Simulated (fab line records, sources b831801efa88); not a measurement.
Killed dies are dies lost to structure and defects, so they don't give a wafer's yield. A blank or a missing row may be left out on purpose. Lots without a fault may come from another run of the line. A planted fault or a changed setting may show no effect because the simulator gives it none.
fab line records | flow gf180mcu
record lots=5 wafers=15 last_day=34
route steps=602 shown SAB@270 SALICIDE@278 CONTACT@287
lots that met no fault: from a run of the same line without faults
start_h: hours from the record's first day to the start of the lot's first wafer shown | wait_h: hours since the lot's step before | " the same as in the row above | L1.1+2: a row that stands for several wafers | - no value, or no start given | * or withheld: withheld | < > ~ a bound
route shown NAME@n: a module of which the file shows steps, and the number in the route of the first | usual: mean/standard deviation of fault-free wafers | same: alike in all rows | chamber/n: place in a boat | sites: the reading at each site | _std_site: their standard deviation | _edge_site: outer sites' mean less inner sites' | radius_mm: how far each site lies from the wafer's centre | mask NAME#n: copy n | behind: the tool/chamber that last shaped the wafer | hold: why the lot was held/for how many hours/how that ended | device: the transistor (n, p or np) that didn't switch | end of line: the same wafers' tests at the end of the route | a step without rows: its recipe alone | killed: dies lost to structure and defects at the first sort, not the wafer's yield | map: a wafer's dies, x killed, . not, _ none there
set.NAME: the setting as run; set.NAME@STEP: as run at that earlier step | model.NAME: the simulator's own value behind a step, which no gauge read
lots at some steps of the route; a table a step, a row a wafer
services: from which hour (start_h, from the record's first day; less than 0 if before it) a tool's chamber was out of use, for how many hours, and why
## steps
# step GF_SAB_EXPOSE_06
# recipe mask_id=SAB target_cd_nm=420 na=0.6 source_shape=conventional sigma_outer=0.6 dose_mj=140
# columns lot.wafer tool chamber start_h wait_h mask
L074.1+4+6 iline_stepper-01 0 - - SAB#0
L076.3+5+6 iline_stepper-01 0 - - SAB#0
L082.1+4+6 iline_stepper-01 0 - - SAB#0
L083.2+3+6 iline_stepper-01 0 - - SAB#0
L096.1+2+3 iline_stepper-02 0 - - SAB#0
# step GF_SAB_PEB_07
# recipe temp_c=withheld time_s=* resist=NOVOLAK
# columns lot.wafer tool chamber start_h wait_h
L074.1+4+6 litho_track-02 0 - -
L076.3+5+6 litho_track-01 0 - -
L082.1+4+6 litho_track-02 0 - -
L083.2+3+6 litho_track-04 0 - -
L096.1+2+3 litho_track-04 0 - -
# step GF_SAB_DEVELOP_08
# recipe develop_time_s=60 dev_temp_c=23
# same develop_time_s=60
# columns lot.wafer tool chamber start_h wait_h
L074.1+4+6 litho_track-02 0 348.90 0.1
L076.3+5+6 litho_track-01 0 367.85 0.1
L082.1+4+6 litho_track-02 0 418.85 0.1
L083.2+3+6 litho_track-04 0 421.83 0.1
L096.1+2+3 litho_track-04 0 523.85 0.1
# step GF_SAB_CD_MEAS_09
# recipe target_cd_nm=420
# usual cd_nm=420.7/2.3
# columns lot.wafer tool chamber start_h wait_h cd_nm
L074.1 cd_sem-02 - 349.05 0.1 421.3
L074.4 " - " " 421.3
L074.6 " - " " 421.7
L076.3 cd_sem-01 - 367.99 0.1 421.9
L076.5 " - " " 419.6
L076.6 " - " " 422.4
L082.1 cd_sem-01 - 419.00 0.1 419.1
L082.4 " - " " 419.4
L082.6 " - " " 418.2
L083.2 cd_sem-01 - 421.97 0.1 419.4
L083.3 " - " " 420.1
L083.6 " - " " 420.0
L096.1 cd_sem-02 - 524.00 0.1 417.8
L096.2 " - " " 417.4
L096.3 " - " " 417.5
# step GF_SAB_OVL_MEAS_10
# usual SAB_OVL=-0.8/1.6
# columns lot.wafer tool chamber start_h wait_h SAB_OVL[nm]
L074.1 overlay-01 - 349.17 0.1 -1.3
L074.4 " - " " -2.1
L074.6 " - " " -2.3
L076.3 overlay-01 - 368.09 0.1 2.0
L076.5 " - " " 2.5
L076.6 " - " " 1.1
L082.1 overlay-01 - 419.12 0.1 1.5
L082.4 " - " " 1.5
L082.6 " - " " 0.5
L083.2 overlay-02 - 422.08 0.1 -1.7
L083.3 " - " " -2.4
L083.6 " - " " -2.5
L096.1 overlay-01 - 524.12 0.1 0.4
L096.2 " - " " -0.2
L096.3 " - " " 0.2
# step GF_SAB_ETCH_11
# recipe chemistry=C4F8/O2/Ar mask_material=NOVOLAK target=SiO2 target_depth_nm=55 source_w=1500 bias_w=1200 pressure_mtorr=40 c4f8_flow_sccm=withheld O2_flow_sccm=6 Ar_flow_sccm=300 time_s=8.5
# usual oes_product_au=1.003/0.0091
# columns lot.wafer tool chamber start_h wait_h oes_product_au rf_hours_counter_h
L074.1 rie_diel-01 1 349.21 0.0 0.996 15
L074.4 " 2 " " 1.003 7
L074.6 " 1 " " 1.000 -
L076.3 rie_diel-01 3 368.11 0.0 1.003 11
L076.5 " 1 " " 0.987 -
L076.6 " 0 " " 0.998 -
L082.1 rie_diel-01 0 419.16 0.0 1.026 43
L082.4 " 2 " " 0.999 8
L082.6 " 1 " " 1.001 -
L083.2 rie_diel-02 2 422.11 0.0 1.006 52
L083.3 " 3 " " 0.991 11
L083.6 " 0 " " 1.003 -
L096.1 rie_diel-01 1 524.16 0.0 0.990 20
L096.2 " 3 " " 1.005 15
L096.3 " 2 " " 0.994 11
# step GF_SAB_WET_ETCH_12
# recipe chemistry=dHF target_depth_nm=22 dry=n2_spin target=SiO2 temp_c=25 dilution=100:1 time_s=440
# columns lot.wafer tool chamber start_h wait_h
L074.1+4+6 wet_bench-02 2 349.23 0.0
L076.3+5+6 wet_bench-03 1 368.13 0.0
L082.1+4+6 wet_bench-03 0 419.18 0.0
L083.2+3+6 wet_bench-01 0 422.17 0.1
L096.1+2+3 wet_bench-02 1 524.18 0.0
# step GF_SAB_STRIP_13
# recipe chemistry=O2/N2 power_w=1400 pressure_mtorr=1500 platen_temp_c=250 o2_flow_sccm=3000 n2_flow_sccm=300 overash_fraction=0.5
# usual drypump_motor_current_A=5.7/0.45 heater_power_w=328/41 oes_product_au=0.710/0.0047 strip_time_to_endpoint_s=12.58/0.03
# columns lot.wafer tool chamber start_h wait_h drypump_motor_current_A heater_power_w oes_product_au rf_hours_counter_h strip_time_to_endpoint_s
L074.1 plasma_asher-01 0 349.36 0.0 6.2 385 0.710 63 12.54
L074.4 " 1 " " 5.9 278 0.712 - 12.57
L074.6 " 0 " " 6.2 390 0.710 - 12.57
L076.3 plasma_asher-01 1 368.29 0.0 5.8 285 0.711 - 12.58
L076.5 " 0 " " 6.2 396 0.708 - 12.59
L076.6 " 1 " " 5.9 275 0.709 - 12.58
L082.1 plasma_asher-03 1 419.31 0.0 5.1 386 0.706 84 12.61
L082.4 " 1 " " 5.1 372 0.706 - 12.64
L082.6 " 1 " " 5.1 365 0.709 - 12.65
L083.2 plasma_asher-02 1 422.30 0.0 5.8 319 0.708 31 12.58
L083.3 " 0 " " 5.0 303 0.704 - 12.59
L083.6 " 1 " " 5.8 328 0.711 - 12.57
L096.1 plasma_asher-01 0 524.32 0.0 6.2 390 0.711 10 12.52
L096.2 " 1 " " 5.8 292 0.706 10 12.55
L096.3 " 0 " " 6.2 377 0.708 - 12.55
# step GF_SALICIDE_CLEAN_00
# recipe chemistry=SC1/SC2 mix=1:4:20 temp_c=70 time_s=150
# columns lot.wafer tool chamber start_h wait_h
L074.1+4+6 wet_bench-04 0 349.46 0.1
L076.3+5+6 wet_bench-01 0 368.36 0.0
L082.1+4+6 wet_bench-01 1 419.41 0.1
L083.2+3+6 wet_bench-01 2 422.40 0.1
L096.1+2+3 wet_bench-04 1 524.42 0.1
# step GF_SALICIDE_WET_ETCH_01
# recipe chemistry=dHF target_depth_nm=5 dry=ipa_marangoni target=SiO2 temp_c=25 dilution=100:1 time_s=96.95
# columns lot.wafer tool chamber start_h wait_h
L074.1+4+6 wet_bench-03 0 349.51 0.0
L076.3+5+6 wet_bench-03 3 368.41 0.0
L082.1+4+6 wet_bench-03 2 419.46 0.0
L083.2+3+6 wet_bench-01 3 422.45 0.0
L096.1+2+3 wet_bench-04 0 524.47 0.0
# step GF_SALICIDE_SPUTTER_02
# recipe material=Co target_thk_nm=10 power_w=1000 time_s=20 chamber_pressure_pa=0.4
# usual throttle_valve_pct=30.0/1.6
# columns lot.wafer tool chamber start_h wait_h throttle_valve_pct
L074.1 pvd_sputter-04 - 349.54 0.0 31.3
L074.4 " - " " 30.1
L074.6 " - " " 28.7
L076.3 pvd_sputter-01 - 368.45 0.0 27.2
L076.5 " - " " 28.2
L076.6 " - " " 30.2
L082.1 pvd_sputter-02 - 419.49 0.0 30.8
L082.4 " - " " 29.5
L082.6 " - " " 30.8
L083.2 pvd_sputter-01 - 422.49 0.0 30.1
L083.3 " - " " 28.1
L083.6 " - " " 27.3
L096.1 pvd_sputter-04 - 524.51 0.0 31.4
L096.2 " - " " 29.1
L096.3 " - " " 30.3
# step GF_SALICIDE_SPUTTER_03
# recipe material=TiN target_thk_nm=20 power_w=6500 time_s=16.7 chamber_pressure_pa=0.4
# usual throttle_valve_pct=30.0/1.6
# columns lot.wafer tool chamber start_h wait_h throttle_valve_pct
L074.1 pvd_sputter-04 - 349.57 0.0 31.3
L074.4 " - " " 30.8
L074.6 " - " " 28.9
L076.3 pvd_sputter-01 - 368.48 0.0 27.4
L076.5 " - " " 28.2
L076.6 " - " " 30.2
L082.1 pvd_sputter-02 - 419.52 0.0 31.0
L082.4 " - " " 29.4
L082.6 " - " " 31.1
L083.2 pvd_sputter-01 - 422.52 0.0 30.3
L083.3 " - " " 28.3
L083.6 " - " " 27.1
L096.1 pvd_sputter-04 - 524.53 0.0 31.4
L096.2 " - " " 28.6
L096.3 " - " " 30.4
# step GF_SALICIDE_RS_MEAS_04
# recipe thk_meas_gauge=four-point-probe reads=TiN_of_SALICIDE_SPUTTER_03+Co_of_SALICIDE_SPUTTER_02
# usual SALICIDE_TIN_RS=16.6/0.4
# columns lot.wafer tool chamber start_h wait_h SALICIDE_TIN_RS[ohm/sq]
L074.1 film_metro-04 - 349.60 0.0 16.2
L074.4 " - " " 16.8
L074.6 " - " " 16.7
L076.3 film_metro-02 - 368.54 0.1 16.4
L076.5 " - " " 16.0
L076.6 " - " " 16.0
L082.1 film_metro-03 - 419.55 0.0 17.4
L082.4 " - " " 17.1
L082.6 " - " " 17.3
L083.2 film_metro-02 - 422.56 0.0 16.7
L083.3 " - " " 16.5
L083.6 " - " " 16.8
L096.1 film_metro-03 - 524.56 0.0 16.6
L096.2 " - " " 16.7
L096.3 " - " " 16.9
# step GF_SALICIDE_THK_MEAS_05
# recipe thk_meas_gauge=xrf reads=TiN_of_SALICIDE_SPUTTER_03
# usual SALICIDE_TIN_THK=20.15/0.24
# columns lot.wafer tool chamber start_h wait_h SALICIDE_TIN_THK[nm]
L074.1 film_metro-04 - 349.72 0.1 20.04
L074.4 " - " " 20.15
L074.6 " - " " 20.07
L076.3 film_metro-02 - 368.64 0.1 20.16
L076.5 " - " " 20.51
L076.6 " - " " 20.12
L082.1 film_metro-03 - 419.67 0.1 20.08
L082.4 " - " " 20.04
L082.6 " - " " 20.25
L083.2 film_metro-02 - 422.67 0.1 20.01
L083.3 " - " " 20.31
L083.6 " - " " 19.91
L096.1 film_metro-03 - 524.68 0.1 20.17
L096.2 " - " " 20.14
L096.3 " - " " 20.24
# step GF_SALICIDE_RTA_06
# recipe temp_c=530 time_s=30 ambient=N2
# usual lamp_power_pct=6.19/0.15 wafer_temp_C_max=532.1/0.56
# columns lot.wafer tool chamber start_h wait_h lamp_power_pct wafer_temp_C_max
L074.1 rtp_anneal-02 0 349.78 0.1 6.00 531.8
L074.4 " 0 " " 6.01 531.3
L074.6 " 0 " " 6.01 531.4
L076.3 rtp_anneal-01 0 368.71 0.1 6.32 532.7
L076.5 " 0 " " 6.31 532.5
L076.6 " 0 " " 6.32 532.3
L082.1 rtp_anneal-02 0 419.73 0.1 6.01 532.6
L082.4 " 0 " " 6.01 531.8
L082.6 " 0 " " 6.00 531.6
L083.2 rtp_anneal-01 0 422.74 0.1 6.31 532.1
L083.3 " 0 " " 6.32 531.7
L083.6 " 0 " " 6.31 532.2
L096.1 rtp_anneal-01 0 524.74 0.1 6.31 531.7
L096.2 " 0 " " 6.32 532.4
L096.3 " 0 " " 6.32 533.1
# step GF_SALICIDE_WET_ETCH_07
# recipe chemistry=SPM target_depth_nm=120 dry=n2_spin
# columns lot.wafer tool chamber start_h wait_h
L074.1+4+6 wet_bench-01 2 349.88 0.1
L076.3+5+6 wet_bench-03 1 368.78 0.1
L082.1+4+6 wet_bench-01 2 419.83 0.1
L083.2+3+6 wet_bench-04 1 422.82 0.1
L096.1+2+3 wet_bench-03 2 524.84 0.1
# step GF_SALICIDE_RTA_08
# recipe temp_c=800 time_s=30 ambient=N2
# usual lamp_power_pct=17.1/0.42 wafer_temp_C_max=803.2/0.73
# columns lot.wafer tool chamber start_h wait_h lamp_power_pct wafer_temp_C_max
L074.1 rtp_anneal-01 0 349.97 0.0 17.5 802.8
L074.4 " 0 " " 17.5 802.8
L074.6 " 0 " " 17.5 803.2
L076.3 rtp_anneal-02 0 368.91 0.0 16.7 801.9
L076.5 " 0 " " 16.7 803.1
L076.6 " 0 " " 16.7 803.0
L082.1 rtp_anneal-01 0 419.92 0.0 17.5 803.4
L082.4 " 0 " " 17.5 805.4
L082.6 " 0 " " 17.5 803.8
L083.2 rtp_anneal-02 0 422.93 0.0 16.7 803.7
L083.3 " 0 " " 16.7 802.4
L083.6 " 0 " " 16.7 802.7
L096.1 rtp_anneal-01 0 524.93 0.0 17.5 803.4
L096.2 " 0 " " 17.5 804.6
L096.3 " 0 " " 17.5 802.2
# step GF_CONTACT_CVD_00
# recipe material=SiO2 target_thk_nm=300 sigma_open_frac=0.3 temp_c=400 time_s=50 sih4_flow_sccm=60 pressure_mtorr=6
# usual susceptor_temp_C=400.03/0.21
# columns lot.wafer tool chamber start_h wait_h susceptor_temp_C
L074.1 hdpcvd-01 1 350.07 0.1 400.23
L074.4 " 2 " " 400.31
L074.6 " 0 " " 400.19
L076.3 hdpcvd-01 2 368.97 0.1 400.07
L076.5 " 2 " " 399.97
L076.6 " 0 " " 400.12
L082.1 hdpcvd-02 1 420.02 0.1 400.01
L082.4 " 0 " " 399.96
L082.6 " 2 " " 399.67
L083.2 hdpcvd-02 2 423.01 0.1 399.92
L083.3 " 1 " " 400.24
L083.6 " 1 " " 400.59
L096.1 hdpcvd-01 0 525.03 0.1 400.27
L096.2 " 1 " " 399.68
L096.3 " 2 " " 399.96
# step GF_CONTACT_THK_MEAS_01
# recipe reads=SiO2_of_CONTACT_CVD_00
# usual CONTACT_CVD_00_THK=299.2/3
# columns lot.wafer tool chamber start_h wait_h CONTACT_CVD_00_THK[nm]
L074.1 film_metro-02 - 350.11 0.0 303.2
L074.4 " - " " 302.6
L074.6 " - " " 297.3
L076.3 film_metro-04 - 369.04 0.0 299.9
L076.5 " - " " 298.6
L076.6 " - " " 296.8
L082.1 film_metro-02 - 420.06 0.0 300.4
L082.4 " - " " 295.0
L082.6 " - " " 294.7
L083.2 film_metro-02 - 423.07 0.0 297.8
L083.3 " - " " 297.3
L083.6 " - " " 302.7
L096.1 film_metro-01 - 525.08 0.0 291.6
L096.2 " - " " 301.3
L096.3 " - " " 299.4
# step GF_CONTACT_CVD_02
# recipe material=SiO2 target_thk_nm=860 precursor=TEOS temp_c=400 time_s=95.992 rf_w=600
# usual heater_power_outer_w=382/88 heater_power_w=661/120 susceptor_temp_C=399.99/0.2
# columns lot.wafer tool chamber start_h wait_h heater_power_outer_w heater_power_w susceptor_temp_C
L074.1 pecvd-04 0 350.17 0.1 441 726 400.08
L074.4 " 0 " " 346 593 399.95
L074.6 " 1 " " 312 607 400.05
L076.3 pecvd-03 1 369.08 0.0 320 590 399.85
L076.5 " 1 " " 356 659 399.81
L076.6 " 2 " " 456 802 400.19
L082.1 pecvd-03 1 420.12 0.1 267 534 399.90
L082.4 " 1 " " 314 597 400.02
L082.6 " 2 " " 573 917 399.76
L083.2 pecvd-03 0 423.12 0.0 294 553 400.24
L083.3 " 1 " " 359 660 399.85
L083.6 " 0 " " 333 619 400.24
L096.1 pecvd-03 0 525.14 0.1 350 625 399.82
L096.2 " 2 " " 555 926 399.83
L096.3 " 1 " " 342 623 400.04
# step GF_CONTACT_THK_MEAS_03
# recipe reads=SiO2_of_CONTACT_CVD_02
# usual CONTACT_CVD_02_THK=857/11
# columns lot.wafer tool chamber start_h wait_h CONTACT_CVD_02_THK[nm]
L074.1 film_metro-04 - 350.24 0.0 868
L074.4 " - " " 862
L074.6 " - " " 874
L076.3 film_metro-04 - 369.17 0.1 833
L076.5 " - " " 854
L076.6 " - " " 866
L082.1 film_metro-01 - 420.19 0.0 860
L082.4 " - " " 870
L082.6 " - " " 868
L083.2 film_metro-04 - 423.20 0.0 855
L083.3 " - " " 844
L083.6 " - " " 879
L096.1 film_metro-02 - 525.21 0.0 849
L096.2 " - " " 850
L096.3 " - " " 842
# step GF_CONTACT_CMP_04
# recipe material=SiO2 down_force_psi=4 platen_rpm=60 pad_velocity_m_s=0.94248
# usual edge_zone_pressure_frac=1.000/0.0048 motor_current_A=11.8/1.2 slurry_filter_dp_kPa=13.51/0.13 time_to_endpoint_s=109/5.5
# columns lot.wafer tool chamber start_h wait_h edge_zone_pressure_frac motor_current_A slurry_filter_dp_kPa time_to_endpoint_s
L074.4 cmp-02 2 350.35 0.1 0.998 10.4 13.66 106
L074.1 " 3 " " 1.000 12.3 13.71 102
L074.6 " 1 " " 1.006 13.7 13.42 108
L076.3 cmp-01 3 369.36 0.2 1.000 13.1 13.43 102
L076.6 " 0 " " 1.004 12.5 13.32 115
L076.5 " 1 " " 1.003 12.3 13.47 109
L082.1 cmp-01 0 420.30 0.1 1.005 12.4 13.77 112
L082.4 " 1 " " 1.011 11.8 13.60 117
L082.6 " 3 " " 0.995 13.4 13.55 117
L083.2 cmp-02 3 423.25 0.0 1.000 12.1 13.50 109
L083.3 " 1 " " 1.005 13.9 13.42 107
L083.6 " 3 " " 1.001 11.6 13.77 114
L096.2 cmp-02 1 525.27 0.0 0.998 13.7 13.24 103
L096.3 " 2 " " 0.998 10.1 13.59 103
L096.1 " 0 " " 0.992 10.8 13.54 103
# step GF_CONTACT_BOW_MEAS_05
# recipe mode=bow
# usual CONTACT_BOW=64/6.3
# columns lot.wafer tool chamber start_h wait_h CONTACT_BOW[um]
L074.1 film_metro-01 - 350.60 0.1 71
L074.4 " - " " 62
L074.6 " - " " 70
L076.3 film_metro-01 - 369.55 0.1 69
L076.5 " - " " 65
L076.6 " - " " 69
L082.1 film_metro-01 - 420.55 0.2 68
L082.4 " - " " 58
L082.6 " - " " 73
L083.2 film_metro-01 - 423.57 0.3 66
L083.3 " - " " 52
L083.6 " - " " 55
L096.1 film_metro-04 - 525.57 0.1 67
L096.2 " - " " 72
L096.3 " - " " 62
# step GF_CONTACT_DEHYDRATE_06
# recipe temp_c=200 time_s=60
# columns lot.wafer tool chamber start_h wait_h
L074.1+4+6 litho_track-03 0 360.57 9.9
L076.3+5+6 litho_track-03 0 379.62 10.1
L082.1+4+6 litho_track-01 0 431.50 10.9
L083.2+3+6 litho_track-03 0 435.24 11.7
L096.1+2+3 litho_track-03 0 536.77 11.2
# step GF_CONTACT_HMDS_07
# recipe prime_time_s=60 prime_temp_c=120
# columns lot.wafer tool chamber start_h wait_h
L074.1+4+6 litho_track-03 0 360.72 0.1
L076.3+5+6 litho_track-03 0 379.77 0.1
L082.1+4+6 litho_track-01 0 431.65 0.1
L083.2+3+6 litho_track-03 0 435.39 0.1
L096.1+2+3 litho_track-03 0 536.92 0.1
# step GF_CONTACT_COAT_08
# recipe resist=BARC temp_c=withheld time_s=withheld spin_rpm=withheld resist_thk_nm=withheld
# columns lot.wafer tool chamber start_h wait_h
L074.1+4+6 litho_track-03 0 360.87 0.1
L076.3+5+6 litho_track-03 0 379.92 0.1
L082.1+4+6 litho_track-01 0 431.80 0.1
L083.2+3+6 litho_track-03 0 435.54 0.1
L096.1+2+3 litho_track-03 0 537.07 0.1
# step GF_CONTACT_COAT_09
# recipe resist=KrF spin_rpm=withheld resist_thk_nm=1000
# columns lot.wafer tool chamber start_h wait_h
L074.1+4+6 litho_track-03 0 - -
L076.3+5+6 litho_track-03 0 - -
L082.1+4+6 litho_track-01 0 - -
L083.2+3+6 litho_track-03 0 - -
L096.1+2+3 litho_track-03 0 - -
# step GF_CONTACT_SOFTBAKE_10
# recipe temp_c=130 time_s=60 resist=KrF
# columns lot.wafer tool chamber start_h wait_h
L074.1+4+6 litho_track-03 0 - -
L076.3+5+6 litho_track-03 0 - -
L082.1+4+6 litho_track-01 0 - -
L083.2+3+6 litho_track-03 0 - -
L096.1+2+3 litho_track-03 0 - -
# step GF_CONTACT_EXPOSE_11
# recipe mask_id=Contact target_cd_nm=220 na=0.68 source_shape=conventional sigma_outer=0.6 dose_mj=38
# columns lot.wafer tool chamber start_h wait_h mask
L074.1+4+6 krf_scanner-01 0 - - Contact#0
L076.3+5+6 krf_scanner-01 0 - - Contact#0
L082.1+4+6 krf_scanner-01 0 - - Contact#0
L083.2+3+6 krf_scanner-01 0 - - Contact#0
L096.1+2+3 krf_scanner-01 0 - - Contact#0
# step GF_CONTACT_PEB_12
# recipe peb_temp_c=135 peb_time_s=90 resist=KrF
# columns lot.wafer tool chamber start_h wait_h
L074.1+4+6 litho_track-01 0 - -
L076.3+5+6 litho_track-03 0 - -
L082.1+4+6 litho_track-04 0 - -
L083.2+3+6 litho_track-01 0 - -
L096.1+2+3 litho_track-04 0 - -
# step GF_CONTACT_DEVELOP_13
# recipe develop_time_s=60 resist=KrF dev_temp_c=21
# same develop_time_s=60
# columns lot.wafer tool chamber start_h wait_h
L074.1+4+6 litho_track-01 0 371.95 0.2
L076.3+5+6 litho_track-03 0 391.82 0.1
L082.1+4+6 litho_track-04 0 444.60 0.2
L083.2+3+6 litho_track-01 0 447.58 0.2
L096.1+2+3 litho_track-04 0 548.25 0.2
# step GF_CONTACT_CD_MEAS_14
# recipe target_cd_nm=220
# usual cd_nm=220.4/1.5
# columns lot.wafer tool chamber start_h wait_h cd_nm
L074.1 cd_sem-01 - 372.10 0.1 219.4
L074.4 " - " " 219.1
L074.6 " - " " 218.4
L076.3 cd_sem-01 - 391.96 0.1 218.8
L076.5 " - " " 219.7
L076.6 " - " " 221.1
L082.1 cd_sem-02 - 444.75 0.1 219.2
L082.4 " - " " 220.1
L082.6 " - " " 219.9
L083.2 cd_sem-01 - 447.72 0.1 222.3
L083.3 " - " " 222.6
L083.6 " - " " 222.2
L096.1 cd_sem-01 - 548.40 0.1 222.0
L096.2 " - " " 223.9
L096.3 " - " " 222.4
# step GF_CONTACT_OVL_MEAS_15
# usual CONTACT_OVL=-3/5.1
# columns lot.wafer tool chamber start_h wait_h CONTACT_OVL[nm]
L074.1 overlay-01 - 372.22 0.1 -7
L074.4 " - " " -8
L074.6 " - " " -10
L076.3 overlay-01 - 392.05 0.1 1
L076.5 " - " " 6
L076.6 " - " " 1
L082.1 overlay-02 - 444.87 0.1 7
L082.4 " - " " 0
L082.6 " - " " 4
L083.2 overlay-02 - 447.83 0.1 -7
L083.3 " - " " -3
L083.6 " - " " 4
L096.1 overlay-01 - 548.52 0.1 0
L096.2 " - " " 2
L096.3 " - " " 0
# step GF_CONTACT_ETCH_16
# recipe chemistry=N2/H2 target_depth_a=withheld overetch_a=withheld time_s=withheld target=BARC ion_energy_ev=200 source_w=500 bias_w=100 pressure_mtorr=30 n2_flow_sccm=100 h2_flow_sccm=200
# usual drypump_motor_current_A=5.7/0.59 oes_product_au=0.855/0.0049 throttle_valve_pct=13.224/0.0093
# columns lot.wafer tool chamber start_h wait_h drypump_motor_current_A oes_product_au throttle_valve_pct
L074.1 rie_diel-02 1 372.26 0.0 5.8 0.859 13.220
L074.4 " 0 " " 4.9 0.853 13.224
L074.6 " 3 " " 5.7 0.859 13.244
L076.3 rie_diel-02 0 392.07 0.0 4.9 0.863 13.212
L076.5 " 1 " " 5.8 0.858 13.203
L076.6 " 2 " " 4.9 0.856 13.233
L082.1 rie_diel-03 0 444.91 0.0 5.5 0.849 13.216
L082.4 " 3 " " 6.0 0.864 13.243
L082.6 " 0 " " 5.5 0.848 13.230
L083.2 rie_diel-02 1 447.86 0.0 5.8 0.858 13.232
L083.3 " 0 " " 4.9 0.855 13.233
L083.6 " 1 " " 5.8 0.850 13.226
L096.1 rie_diel-02 3 548.56 0.0 5.7 0.854 13.222
L096.2 " 0 " " 4.9 0.848 13.241
L096.3 " 2 " " 4.8 0.864 13.220
# step GF_CONTACT_ETCH_17
# recipe chemistry=C4F8/O2/Ar mask_material=KrF target=SiO2 stop_on=CoSi2 source_w=1500 bias_w=1200 pressure_mtorr=40 c4f8_flow_sccm=withheld O2_flow_sccm=6 Ar_flow_sccm=300 time_s=withheld target_depth_a=8600
# usual oes_product_au=0.815/0.0045
# columns lot.wafer tool chamber start_h wait_h oes_product_au
L074.1 rie_diel-02 1 - - 0.809
L074.4 " 0 " " 0.812
L074.6 " 3 " " 0.819
L076.3 rie_diel-02 0 - - 0.812
L076.5 " 1 " " 0.817
L076.6 " 2 " " 0.813
L082.1 rie_diel-03 0 - - 0.817
L082.4 " 3 " " 0.817
L082.6 " 0 " " 0.811
L083.2 rie_diel-02 1 - - 0.812
L083.3 " 0 " " 0.815
L083.6 " 1 " " 0.815
L096.1 rie_diel-02 3 - - 0.811
L096.2 " 0 " " 0.823
L096.3 " 2 " " 0.812
# step GF_CONTACT_STRIP_18
# recipe chemistry=O2/N2 power_w=1400 pressure_mtorr=1500 platen_temp_c=250 o2_flow_sccm=3000 n2_flow_sccm=300 overash_fraction=0.5
# usual drypump_motor_current_A=6.0/0.43 heater_power_w=337/42 oes_product_au=0.581/0.0049
# columns lot.wafer tool chamber start_h wait_h drypump_motor_current_A heater_power_w oes_product_au rf_hours_counter_h
L074.1 plasma_asher-01 0 372.42 - 6.2 383 0.583 65
L074.4 " 0 " " 6.2 390 0.582 -
L074.6 " 0 " " 6.2 395 0.593 -
L076.3 plasma_asher-03 1 392.27 - 5.1 365 0.581 -
L076.5 " 1 " " 5.1 372 0.575 -
L076.6 " 0 " " 6.0 292 0.579 -
L082.1 plasma_asher-01 1 445.07 - 5.8 288 0.585 1
L082.4 " 0 " " 6.2 378 0.579 -
L082.6 " 1 " " 5.9 289 0.575 -
L083.2 plasma_asher-01 0 448.02 - 6.2 382 0.578 2
L083.3 " 0 " " 6.2 374 0.573 -
L083.6 " 1 " " 5.8 293 0.579 -
L096.1 plasma_asher-04 1 548.72 - 6.6 365 0.589 78
L096.2 " 0 " " 6.2 325 0.585 78
L096.3 " 0 " " 6.3 328 0.580 -
# step GF_CONTACT_CLEAN_19
# recipe chemistry=SPM
# columns lot.wafer tool chamber start_h wait_h
L074.1+4+6 wet_bench-03 3 372.52 0.1
L076.3+5+6 wet_bench-02 0 392.34 0.0
L082.1+4+6 wet_bench-03 1 445.17 0.1
L083.2+3+6 wet_bench-03 2 448.12 0.1
L096.1+2+3 wet_bench-03 3 548.82 0.1
# step GF_CONTACT_CLEAN_20
# recipe chemistry=DIW
# columns lot.wafer tool chamber start_h wait_h
L074.1+4+6 wet_bench-02 0 372.61 0.0
L076.3+5+6 wet_bench-04 1 392.44 0.0
L082.1+4+6 wet_bench-02 1 445.26 0.0
L083.2+3+6 wet_bench-02 1 448.30 0.0
L096.1+2+3 wet_bench-02 3 548.93 0.0
# step GF_CONTACT_CLEAN_21
# recipe chemistry=dHF time_s=20 dilution=100:1 dry=ipa_marangoni
# columns lot.wafer tool chamber start_h wait_h
L074.1+4+6 wet_bench-04 3 372.71 0.0
L076.3+5+6 wet_bench-03 0 392.53 0.0
L082.1+4+6 wet_bench-03 2 445.35 0.0
L083.2+3+6 wet_bench-04 0 448.40 0.0
L096.1+2+3 wet_bench-04 3 549.03 0.0
# step GF_CONTACT_SPUTTER_22
# recipe material=Ti target_thk_nm=15 chamber_pressure_pa=4.757 power_w=2500 substrate_temp_c=200 time_s=80.02
# usual throttle_valve_pct=30.2/1.4
# columns lot.wafer tool chamber start_h wait_h throttle_valve_pct
L074.1 pvd_sputter-01 - 372.72 0.0 28.3
L074.4 " - " " 27.6
L074.6 " - " " 27.9
L076.3 pvd_sputter-01 - 392.54 0.0 27.4
L076.5 " - " " 28.1
L076.6 " - " " 29.9
L082.1 pvd_sputter-04 - 445.37 0.0 28.8
L082.4 " - " " 31.6
L082.6 " - " " 31.1
L083.2 pvd_sputter-01 - 448.41 0.0 27.9
L083.3 " - " " 30.3
L083.6 " - " " 27.0
L096.1 pvd_sputter-04 - 549.04 0.0 31.5
L096.2 " - " " 29.0
L096.3 " - " " 30.2
# step GF_CONTACT_SPUTTER_23
# recipe material=TiN target_thk_nm=10 chamber_pressure_pa=5 power_w=4000 time_s=40
# usual throttle_valve_pct=30.2/1.4
# columns lot.wafer tool chamber start_h wait_h throttle_valve_pct
L074.1 pvd_sputter-01 - 372.78 0.0 28.2
L074.4 " - " " 27.6
L074.6 " - " " 28.2
L076.3 pvd_sputter-01 - 392.60 0.0 27.3
L076.5 " - " " 28.3
L076.6 " - " " 30.2
L082.1 pvd_sputter-04 - 445.43 0.0 29.0
L082.4 " - " " 31.4
L082.6 " - " " 31.4
L083.2 pvd_sputter-01 - 448.47 0.0 28.1
L083.3 " - " " 30.4
L083.6 " - " " 27.6
L096.1 pvd_sputter-04 - 549.10 0.0 31.6
L096.2 " - " " 28.8
L096.3 " - " " 30.2
## services
# columns tool chamber start_h hours kind
wet_bench-02 - 317.31 0.6 repair
wet_bench-02 - 325.04 1.9 pm
rie_diel-02 - 340.84 1.8 repair
iline_stepper-01 - 361.69 1.7 pm
krf_scanner-01 - 372.07 0.2 repair
pvd_sputter-01 - 389.82 0.6 repair
plasma_asher-01 - 396.27 2.8 pm
krf_scanner-01 - 397.24 1.3 pm
pvd_sputter-01 - 405.68 0.8 repair
krf_scanner-01 - 412.92 1.0 pm
plasma_asher-01 - 421.25 9.0 pm
rie_diel-02 - 424.54 0.6 repair
wet_bench-01 - 437.11 1.5 repair
pvd_sputter-04 - 445.56 0.9 repair
pvd_sputter-04 - 448.54 0.8 repair
krf_scanner-01 - 449.26 4.4 pm
wet_bench-04 - 453.55 1.9 pm
rie_diel-02 0 464.94 13.4 repair
wet_bench-01 - 467.61 1.5 repair
krf_scanner-01 - 478.08 0.8 pm
wet_bench-01 - 478.23 2.4 repair
wet_bench-04 - 509.82 5.6 repair
rie_diel-02 - 537.20 4.3 pm
krf_scanner-01 - 542.36 3.6 pm
## key
fault none
